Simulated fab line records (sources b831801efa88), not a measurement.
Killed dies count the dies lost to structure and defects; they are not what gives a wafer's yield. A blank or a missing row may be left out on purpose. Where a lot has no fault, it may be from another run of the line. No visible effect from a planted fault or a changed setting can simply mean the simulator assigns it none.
What tool caused it? ; flow gf180mcu ; route of 602 steps, sampled at 1 step: 6 lots, 18 wafers

## WHAT EACH GAUGE READ, for each wafer
GF_M1_OVL_MEAS_15.
lot;measured;on;M1_OVL (nm)
L917;day 17 13:04;overlay-02;4 -3 9
L920;day 19 00:32;overlay-01;8 5 6
L922;day 19 16:38;overlay-02;-10 -1 -3
L924;day 20 16:44;overlay-01;-7 0 1
L927;day 21 16:38;overlay-02;0 4 6
L938;day 24 18:26;overlay-02;-3 -3 -2

## EACH LOT AND THE TOOL THAT RAN IT (in order: tool; ch and the chambers of the sampled wafers; start)
Before these readings, the record contains no process step.

## THE ANSWER, worked out from the rows above alone
Rule: the lots themselves supply what counts as usual. The widest of any qualifying gaps counts: lots, ordered by their means at a reading, are off when they make up no more than a third of the lots, leave a main group of 4 or more, and stand apart from it by 3 or more times the standard deviation of that group's means. If all means in a main group match to the digits the tables above print for the reading, that group is not used. Also off: a lot with no number at a reading for which 4 or more lots have one. All remaining lots with rows at the step are treated as sound.
No lot is off at any reading shown: from this, nothing can be told.

## WHAT HAD BEEN PUT IN BY THE SIMULATOR
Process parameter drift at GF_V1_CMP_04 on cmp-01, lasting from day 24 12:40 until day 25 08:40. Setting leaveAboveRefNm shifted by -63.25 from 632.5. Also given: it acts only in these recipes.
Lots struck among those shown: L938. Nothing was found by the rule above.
